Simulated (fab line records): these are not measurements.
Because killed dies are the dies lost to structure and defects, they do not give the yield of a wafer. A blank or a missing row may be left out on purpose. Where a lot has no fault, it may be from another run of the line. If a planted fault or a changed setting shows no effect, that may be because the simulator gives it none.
fab line records	flow sky130
record: lots: 6	wafers: 18	lastDay: 50
route steps=708 shown LDD_HVP@287 LDD_LDN@289 PAD_OPEN@708
lots untouched by any fault: they come from a run of this same line in which no faults occurred
startH: hours from the record's opening day to when the first of the lot's shown wafers began	waitH: hours elapsed since this lot's preceding step	" unchanged from the row above	L1.1+2: several wafers, shown together as one row	- no value, or no start was given	* or withheld: withheld	< > ~ a bound
route shown NAME@n: NAME is a module with steps in the file, n the number in the route of the first one	usual: mean/standard deviation taken from wafers without a fault	same: alike in all rows	chamber/n: place in a boat	sites: the reading at each site	_std_site: standard deviation of those values	_edge_site: mean of outer sites minus mean of inner sites	radiusMm: for every site, how far away it sits from the centre of the wafer	mask NAME#n: copy n	behind: tool/chamber where the wafer was last shaped	hold: reason for holding the lot/hours on hold/outcome of the hold	device: the transistor (n, p or np) that didn't switch	end of line: tests of these same wafers at the route's end	a step given without rows: its recipe and nothing more	killed: dies lost to structure and defects at the first sort, not the wafer's yield	map: a wafer's dies, marking killed ones x, the rest . and places with no die _
set.NAME: the run value of the setting; set.NAME@STEP: its run value at that earlier step	model.NAME: the simulator's own value behind a step, which no gauge read
lots at selected steps of the route; one table per step, one row per wafer
services: a tool's chamber out of use, with start hour (startH, from the record's first day; less than 0 if before it), hours out, and reason
== steps ==
step: SKY_LDD_HVP_STRIP_09
recipe: chemistry: O2/N2	powerW: 1400	pressureMtorr: 1500	platenTempC: withheld	o2FlowSccm: 3000	n2FlowSccm: 300	overashFraction: 0.5
usual: drypumpMotorCurrentA: 5.7/0.69	o2FlowSccm: 3000/9.2	oesProductAu: 0.408/0.0041	stripTimeToEndpointS: 4.138/0.015
lot.wafer	tool	chamber	startH	waitH	drypumpMotorCurrentA	o2FlowSccm	oesProductAu	rfHoursCounterH	stripTimeToEndpointS
L993.1	plasmaAsher-01	0	526.48	0.1	4.8	2999	0.408	84	4.129
L993.2	"	1	"	"	5.2	3008	0.417	84	4.117
L993.6	"	0	"	"	4.8	2995	0.397	-	4.111
L997.1	plasmaAsher-04	0	542.03	0.1	5.2	3018	0.406	12	4.146
L997.3	"	1	"	"	6.6	2986	0.410	-	4.126
L997.4	"	0	"	"	5.1	3005	0.407	-	4.131
L999.1	plasmaAsher-01	1	568.90	0.1	5.2	3004	0.412	90	4.136
L999.5	"	0	"	"	4.8	3007	0.408	-	4.149
L999.6	"	1	"	"	5.2	2999	0.413	-	4.136
L106.1	plasmaAsher-02	0	615.74	0.1	5.8	3004	0.406	78	4.125
L106.2	"	1	"	"	6.5	3002	0.402	78	4.122
L106.5	"	0	"	"	5.8	2994	0.406	-	4.134
L108.1	plasmaAsher-04	1	629.07	0.1	6.7	2995	0.409	21	4.144
L108.2	"	0	"	"	5.1	2998	0.411	21	4.123
L108.6	"	0	"	"	5.1	3009	0.406	-	4.128
L113.2	plasmaAsher-01	0	672.42	0.1	4.9	3017	0.412	99	4.148
L113.3	"	1	"	"	5.2	2990	0.408	-	4.164
L113.4	"	0	"	"	4.8	3008	0.412	-	4.159
step: SKY_LDD_HVP_TW_MEAS_10
usual: LDD_HVP_TW: 458/5
lot.wafer	tool	chamber	startH	waitH	LDD_HVP_TW
L993.1	filmMetro-03	-	526.58	0.1	448
L993.2	"	-	"	"	451
L993.6	"	-	"	"	451
L997.1	filmMetro-04	-	542.13	0.1	465
L997.3	"	-	"	"	460
L997.4	"	-	"	"	464
L999.1	filmMetro-02	-	569.00	0.1	460
L999.5	"	-	"	"	460
L999.6	"	-	"	"	459
L106.1	filmMetro-03	-	615.84	0.1	453
L106.2	"	-	"	"	452
L106.5	"	-	"	"	453
L108.1	filmMetro-03	-	629.17	0.1	449
L108.2	"	-	"	"	450
L108.6	"	-	"	"	451
L113.2	filmMetro-04	-	672.53	0.1	460
L113.3	"	-	"	"	462
L113.4	"	-	"	"	462
step: SKY_LDD_LDN_DEHYDRATE_00
recipe: tempC: 200	timeS: 60
step: SKY_LDD_LDN_HMDS_01
recipe: primeTimeS: 60	primeTempC: 120
step: SKY_LDD_LDN_COAT_02
recipe: resist: NOVOLAK	spinRpm: 3000	resistThkNm: 1140
step: SKY_LDD_LDN_SOFTBAKE_03
recipe: tempC: 90	timeS: 60	resist: NOVOLAK
step: SKY_LDD_LDN_EXPOSE_04
recipe: maskId: LDNTM	na: 0.6	sourceShape: conventional	sigmaOuter: 0.6	polarization: unpolarized	targetCdNm: 700	doseMj: 140
step: SKY_LDD_LDN_PEB_05
recipe: tempC: withheld	timeS: *	resist: NOVOLAK
step: SKY_LDD_LDN_DEVELOP_06
recipe: resist: NOVOLAK	developer: TMAH	developTimeS: 60	devTempC: 23
step: SKY_LDD_LDN_OVL_MEAS_07
usual: LDD_LDN_OVL: 0.8/1.3
lot.wafer	tool	chamber	startH	waitH	LDD_LDN_OVL[nm]
L993.1	overlay-01	-	556.62	0.1	1.7
L993.2	"	-	"	"	2.3
L993.6	"	-	"	"	2.5
L997.1	overlay-01	-	571.23	0.1	1.5
L997.3	"	-	"	"	1.2
L997.4	"	-	"	"	1.9
L999.1	overlay-02	-	598.03	0.1	-0.1
L999.5	"	-	"	"	0.3
L999.6	"	-	"	"	0.1
L106.1	overlay-02	-	645.42	0.1	-1.0
L106.2	"	-	"	"	-0.1
L106.5	"	-	"	"	-0.4
L108.1	overlay-02	-	657.23	0.1	0.2
L108.2	"	-	"	"	1.9
L108.6	"	-	"	"	0.1
L113.2	overlay-01	-	700.67	0.1	-0.6
L113.3	"	-	"	"	0.0
L113.4	"	-	"	"	-1.2
step: SKY_LDD_LDN_IMPLANT_08
recipe: species: As	energyKev: 15	doseCm2: 1.25e+13	tiltDeg: withheld	rotationDeg: 23
step: SKY_LDD_LDN_IMPLANT_09
recipe: species: As	energyKev: 15	doseCm2: 1.25e+13	tiltDeg: withheld	rotationDeg: 113
step: SKY_LDD_LDN_IMPLANT_10
recipe: species: As	energyKev: 15	doseCm2: 1.25e+13	tiltDeg: withheld	rotationDeg: 203
usual: beamEnergyKeV: 15.000/0.0043	doseIonsCm2: 1.2502e+13/1.5e+10	endStationPressureTorr: 5.07e-06/2.5e-07	faradayCurrentUA: 70.7/1.4
lot.wafer	tool	chamber	startH	waitH	beamEnergyKeV	doseIonsCm2	endStationPressureTorr	faradayCurrentUA
L993.1	implanter-01	0	556.95	0.1	14.999	1.2494e+13	5.03e-06	71.4
L993.2	"	0	"	"	14.998	1.2514e+13	5.17e-06	72.4
L993.6	"	0	"	"	14.998	1.2501e+13	4.7e-06	70.2
L997.1	implanter-04	0	571.57	0.1	14.997	1.2487e+13	4.99e-06	69.2
L997.3	"	0	"	"	14.996	1.2483e+13	4.47e-06	72.1
L997.4	"	0	"	"	14.998	1.2496e+13	5.25e-06	72.2
L999.1	implanter-02	0	598.37	0.1	14.997	1.2517e+13	5.07e-06	69.9
L999.5	"	0	"	"	14.998	1.2509e+13	4.39e-06	69.2
L999.6	"	0	"	"	14.998	1.2521e+13	5.36e-06	70.8
L106.1	implanter-02	0	645.75	0.1	15.005	6.919e+12	5.06e-06	39.3
L106.2	"	0	"	"	15.007	6.922e+12	4.83e-06	40.6
L106.5	"	0	"	"	15.002	6.96e+12	5.26e-06	39.6
L108.1	implanter-02	0	657.57	0.1	15.003	6.957e+12	4.85e-06	38.4
L108.2	"	0	"	"	14.997	6.963e+12	5.22e-06	37.7
L108.6	"	0	"	"	14.996	6.972e+12	4.77e-06	39.5
L113.2	implanter-04	0	701.03	0.1	14.999	1.2508e+13	4.96e-06	70.4
L113.3	"	0	"	"	14.997	1.2523e+13	5.15e-06	68.3
L113.4	"	0	"	"	14.996	1.2502e+13	5.17e-06	71.2
step: SKY_LDD_LDN_IMPLANT_11
recipe: species: As	energyKev: 15	doseCm2: 1.25e+13	tiltDeg: withheld	rotationDeg: 293
step: SKY_LDD_LDN_STRIP_12
recipe: chemistry: O2/N2	powerW: 1400	pressureMtorr: 1500	platenTempC: withheld	o2FlowSccm: 3000	n2FlowSccm: 300	overashFraction: 0.5
usual: drypumpMotorCurrentA: 5.9/0.57	o2FlowSccm: 3000/9.3	oesProductAu: 0.715/0.0044	stripTimeToEndpointS: 14.20/0.037
lot.wafer	tool	chamber	startH	waitH	drypumpMotorCurrentA	o2FlowSccm	oesProductAu	rfHoursCounterH	stripTimeToEndpointS
L993.1	plasmaAsher-04	0	557.25	0.1	5.1	2996	0.714	13	14.26
L993.2	"	1	"	"	6.7	3003	0.714	13	14.23
L993.6	"	0	"	"	5.1	2993	0.712	-	14.22
L997.1	plasmaAsher-03	1	571.87	0.1	5.3	3008	0.714	43	14.19
L997.3	"	1	"	"	5.3	3001	0.719	-	14.22
L997.4	"	0	"	"	6.2	3003	0.722	-	14.20
L999.1	plasmaAsher-04	0	598.67	0.1	5.1	3006	0.720	17	14.26
L999.5	"	0	"	"	5.1	3014	0.713	-	14.21
L999.6	"	1	"	"	6.7	3007	0.716	-	14.22
L106.1	plasmaAsher-02	0	646.05	0.1	5.8	3002	0.716	81	14.25
L106.2	"	1	"	"	6.5	2995	0.714	81	14.22
L106.5	"	0	"	"	5.8	3013	0.712	-	14.24
L108.1	plasmaAsher-03	0	657.87	0.1	6.2	3002	0.715	52	14.23
L108.2	"	1	"	"	5.2	3021	0.717	52	14.19
L108.6	"	1	"	"	5.3	3006	0.716	-	14.24
L113.2	plasmaAsher-03	1	701.30	0.1	5.3	3005	0.715	56	14.21
L113.3	"	1	"	"	5.3	3002	0.719	-	14.20
L113.4	"	0	"	"	6.2	2995	0.715	-	14.18
step: SKY_LDD_LDN_TW_MEAS_13
usual: LDD_LDN_TW: 1485/12
lot.wafer	tool	chamber	startH	waitH	LDD_LDN_TW
L993.1	filmMetro-01	-	557.35	0.1	1472
L993.2	"	-	"	"	1470
L993.6	"	-	"	"	1472
L997.1	filmMetro-01	-	571.97	0.1	1473
L997.3	"	-	"	"	1471
L997.4	"	-	"	"	1477
L999.1	filmMetro-02	-	598.77	0.1	1488
L999.5	"	-	"	"	1490
L999.6	"	-	"	"	1485
L106.1	filmMetro-04	-	646.15	0.1	1442
L106.2	"	-	"	"	1445
L106.5	"	-	"	"	1446
L108.1	filmMetro-01	-	657.97	0.1	1429
L108.2	"	-	"	"	1417
L108.6	"	-	"	"	1423
L113.2	filmMetro-02	-	701.41	0.1	1492
L113.3	"	-	"	"	1494
L113.4	"	-	"	"	1494
step: SKY_LDD_LDN_CLEAN_14
recipe: chemistry: SC1/SC2	mix: 1:4:20	tempC: 70	timeS: 150	dry: n2Spin
step: SKY_PAD_OPEN_PROBE_99
usual: killed_at_M0_to_M3: 44/7.4	killed_at_M4_up: 3.1/1.8	killedAtContacts: 24/5.6	killedAtFrontEnd: 15/4.9	killedAtOther: 0.4/0.59	killedDies: 87/9.8	killedOpen: 47/7.2	killedShort: 39/6.8
same: grossDies: 492	killedAtBackSide: 0
lot.wafer	tool	chamber	startH	waitH	killed_at_M0_to_M3	killed_at_M4_up	killedAtContacts	killedAtFrontEnd	killedAtOther	killedDies	killedOpen	killedShort	model.etest.tipSonos.rsOhmSq
L993.1	prober-02	-	1097.30	0.1	42	4	16	16	1	79	35	44	2567
L993.2	prober-02	-	1097.35	0.1	47	0	15	10	0	72	37	33	2606
L993.6	prober-02	-	1097.55	0.2	51	3	24	11	0	89	49	39	2607
L997.1	prober-02	-	1109.09	0.1	37	8	22	28	0	95	49	45	2710
L997.3	prober-02	-	1109.19	0.2	55	2	22	22	1	102	45	55	2724
L997.4	prober-02	-	1109.24	0.2	46	2	24	16	2	90	52	36	2717
L999.1	prober-02	-	1125.95	0.1	35	1	27	15	0	78	43	33	2609
L999.5	prober-02	-	1126.15	0.2	44	3	28	18	0	93	47	45	2649
L999.6	prober-02	-	1126.20	0.2	37	4	20	15	0	76	33	42	2643
L106.1	prober-01	-	1155.42	0.1	52	3	27	13	1	96	49	47	2840
L106.2	prober-01	-	1155.47	0.1	39	3	19	14	1	76	43	33	2810
L106.5	prober-01	-	1155.62	0.2	43	3	27	12	0	85	45	39	2820
L108.1	prober-01	-	1165.29	0.1	35	1	16	7	0	59	31	28	2842
L108.2	prober-01	-	1165.34	0.1	45	0	24	12	0	81	56	25	2829
L108.6	prober-01	-	1165.54	0.2	64	1	24	15	0	104	68	36	2862
L113.2	prober-02	-	1189.84	0.1	41	2	21	16	0	80	47	33	2658
L113.3	prober-02	-	1189.89	0.2	38	1	26	13	1	79	46	33	2659
L113.4	prober-02	-	1189.94	0.2	43	3	21	20	2	89	38	50	2688
killed by level:class
L993.1 METAL1:geometricParticle:short=11 METAL2:geometricParticle:short=7 CONTACT:geometricParticle:open=6 VIA1:geometricParticle:short=6 VIA2:geometricParticle:open=5 LI_CONTACT:geometricParticle:open=5 VIA3:geometricParticle:open=5 POLY_GATE:geometricParticle:short=4
L993.2 VIA3:geometricParticle:open=10 VIA1:geometricParticle:open=9 METAL1:geometricParticle:short=6 METAL2:geometricParticle:short=6 LI_CONTACT:geometricParticle:open=5 METAL3:geometricParticle:short=5 CONTACT:geometricParticle:short=3 CONTACT:geometricParticle:open=3
L993.6 VIA1:geometricParticle:open=17 METAL1:geometricParticle:short=10 LI_CONTACT:geometricParticle:open=9 METAL2:geometricParticle:short=6 FIELD_ISO:geometricParticle:open=5 VIA1:geometricParticle:short=4 LOCAL_INTERCONNECT:geometricParticle:short=4 CONTACT:geometricParticle:short=4
L997.1 VIA1:geometricParticle:open=16 POLY_GATE:geometricParticle:short=9 CONTACT:geometricParticle:open=6 LI_CONTACT:geometricParticle:short=6 LI_CONTACT:geometricParticle:open=6 METAL4:geometricParticle:short=6 FIELD_ISO:geometricParticle:open=5 VIA2:geometricParticle:open=5
L997.3 METAL2:geometricParticle:short=10 VIA2:geometricParticle:open=10 VIA1:geometricParticle:short=9 CONTACT:geometricParticle:open=8 CONTACT:geometricParticle:short=6 VIA2:geometricParticle:short=5 FIELD_ISO:geometricParticle:short=5 METAL1:geometricParticle:short=5
L997.4 CONTACT:geometricParticle:open=12 VIA1:geometricParticle:open=10 VIA2:geometricParticle:open=9 VIA3:geometricParticle:open=8 METAL1:geometricParticle:short=7 FIELD_ISO:geometricParticle:short=4 LI_CONTACT:geometricParticle:short=4 LI_CONTACT:geometricParticle:open=4
L999.1 VIA1:geometricParticle:open=10 LOCAL_INTERCONNECT:geometricParticle:short=9 LI_CONTACT:geometricParticle:open=8 VIA3:geometricParticle:open=8 FIELD_ISO:geometricParticle:short=5 FIELD_ISO:geometricParticle:open=4 CONTACT:geometricParticle:open=4 METAL2:geometricParticle:short=4
L999.5 CONTACT:geometricParticle:open=11 VIA1:geometricParticle:open=9 POLY_GATE:geometricParticle:short=8 VIA3:geometricParticle:open=8 CONTACT:geometricParticle:short=7 VIA1:geometricParticle:short=7 METAL1:geometricParticle:short=6 LI_CONTACT:geometricParticle:open=6
L999.6 VIA1:geometricParticle:short=8 CONTACT:geometricParticle:open=8 VIA1:geometricParticle:open=6 VIA3:geometricParticle:open=5 CONTACT:geometricParticle:short=5 POLY_GATE:geometricParticle:short=4 LI_CONTACT:geometricParticle:open=4 VIA3:geometricParticle:short=4
L106.1 VIA1:geometricParticle:open=18 CONTACT:geometricParticle:open=9 METAL2:geometricParticle:short=9 LOCAL_INTERCONNECT:geometricParticle:short=7 VIA2:geometricParticle:open=6 CONTACT:geometricParticle:short=6 POLY_GATE:geometricParticle:short=5 VIA1:geometricParticle:short=5
L106.2 VIA1:geometricParticle:open=8 CONTACT:geometricParticle:open=7 CONTACT:geometricParticle:short=6 METAL1:geometricParticle:short=6 VIA2:geometricParticle:open=6 VIA3:geometricParticle:open=6 POLY_GATE:geometricParticle:short=5 LI_CONTACT:geometricParticle:open=5
L106.5 VIA1:geometricParticle:open=8 LI_CONTACT:geometricParticle:open=7 VIA2:geometricParticle:open=7 LI_CONTACT:geometricParticle:short=6 CONTACT:geometricParticle:open=6 VIA1:geometricParticle:short=5 LOCAL_INTERCONNECT:geometricParticle:short=4 VIA3:geometricParticle:open=4
L108.1 VIA1:geometricParticle:open=8 METAL1:geometricParticle:short=6 LOCAL_INTERCONNECT:geometricParticle:short=5 VIA2:geometricParticle:open=5 LI_CONTACT:geometricParticle:open=4 CONTACT:geometricParticle:open=4 VIA1:geometricParticle:short=4 VIA3:geometricParticle:open=3
L108.2 VIA1:geometricParticle:open=13 CONTACT:geometricParticle:open=9 VIA2:geometricParticle:open=9 LI_CONTACT:geometricParticle:open=8 VIA3:geometricParticle:open=7 METAL2:geometricParticle:short=6 FIELD_ISO:geometricParticle:open=4 LOCAL_INTERCONNECT:geometricParticle:short=4
L108.6 VIA1:geometricParticle:open=27 LI_CONTACT:geometricParticle:open=9 CONTACT:geometricParticle:open=9 METAL2:geometricParticle:short=8 VIA2:geometricParticle:open=8 FIELD_ISO:geometricParticle:short=7 VIA3:geometricParticle:open=7 METAL1:geometricParticle:short=6
L113.2 VIA1:geometricParticle:open=13 LI_CONTACT:geometricParticle:open=8 METAL2:geometricParticle:short=7 POLY_GATE:geometricParticle:short=6 VIA2:geometricParticle:open=6 FIELD_ISO:geometricParticle:open=4 CONTACT:geometricParticle:open=4 VIA3:geometricParticle:open=4
L113.3 LI_CONTACT:geometricParticle:open=11 VIA3:geometricParticle:open=8 CONTACT:geometricParticle:short=7 CONTACT:geometricParticle:open=7 METAL1:geometricParticle:short=5 METAL2:geometricParticle:short=5 VIA2:geometricParticle:open=5 VIA1:geometricParticle:open=4
L113.4 VIA1:geometricParticle:open=11 FIELD_ISO:geometricParticle:short=7 VIA3:geometricParticle:short=7 METAL2:geometricParticle:short=6 POLY_GATE:geometricParticle:short=5 LOCAL_INTERCONNECT:geometricParticle:short=5 CONTACT:geometricParticle:open=5 VIA3:geometricParticle:open=5
== services ==
tool	chamber	startH	hours	kind
plasmaAsher-01	-	504.77	2.8	pm
implanter-04	-	516.53	5.6	repair
implanter-01	-	542.31	5.9	repair
plasmaAsher-04	-	546.17	2.8	pm
implanter-04	-	552.69	2.6	pm
plasmaAsher-02	-	552.70	20.2	pm
plasmaAsher-04	-	574.57	0.7	repair
plasmaAsher-01	-	598.51	3.1	repair
implanter-04	-	605.02	1.7	repair
implanter-04	-	628.67	1.3	repair
implanter-04	-	663.49	6.6	pm
implanter-02	-	688.15	0.7	repair
plasmaAsher-04	-	692.04	1.3	repair
== key ==
firstSign: step: SKY_LDD_LDN_IMPLANT_10	reading: doseIonsCm2	direction: down	sigmas: 99+	usual: *	struck: *
effect: step: SKY_LDD_LDN_IMPLANT_10	reading: faradayCurrentUA	direction: down	sigmas: 23	usual: 70.7	struck: 39.2
effect: step: SKY_LDD_LDN_TW_MEAS_13	reading: LDD_LDN_TW	direction: down	sigmas: 4.5	usual: 1485	struck: 1434
modelEffect: step: SKY_PAD_OPEN_PROBE_99	value: etest.tipSonos.rsOhmSq	without: 2663	struck: 2834
metAt SKY_LDD_LDN_IMPLANT_10
struckWafers L106.1,L106.2,L106.5,L108.1,L108.2,L108.6
testerLeftOut L106,L108
onsetBetween 598.37 645.75
fault: kind: processParameterDrift	tool: implanter-02	chamber: -	onsetH: 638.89	steps: SKY_LDD_LDN_IMPLANT_10	channel: doseCm2	offset: *	shape: step	endH: 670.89	actsIn: *	stated: *
testerLeftOut: of these lots the tester's yield and bins aren't shown, on N5 and GAA mostly nor the transistor test; their killed dies are dies lost to structure and defects alone, not to doping, threshold or leakage, so they don't give the yield
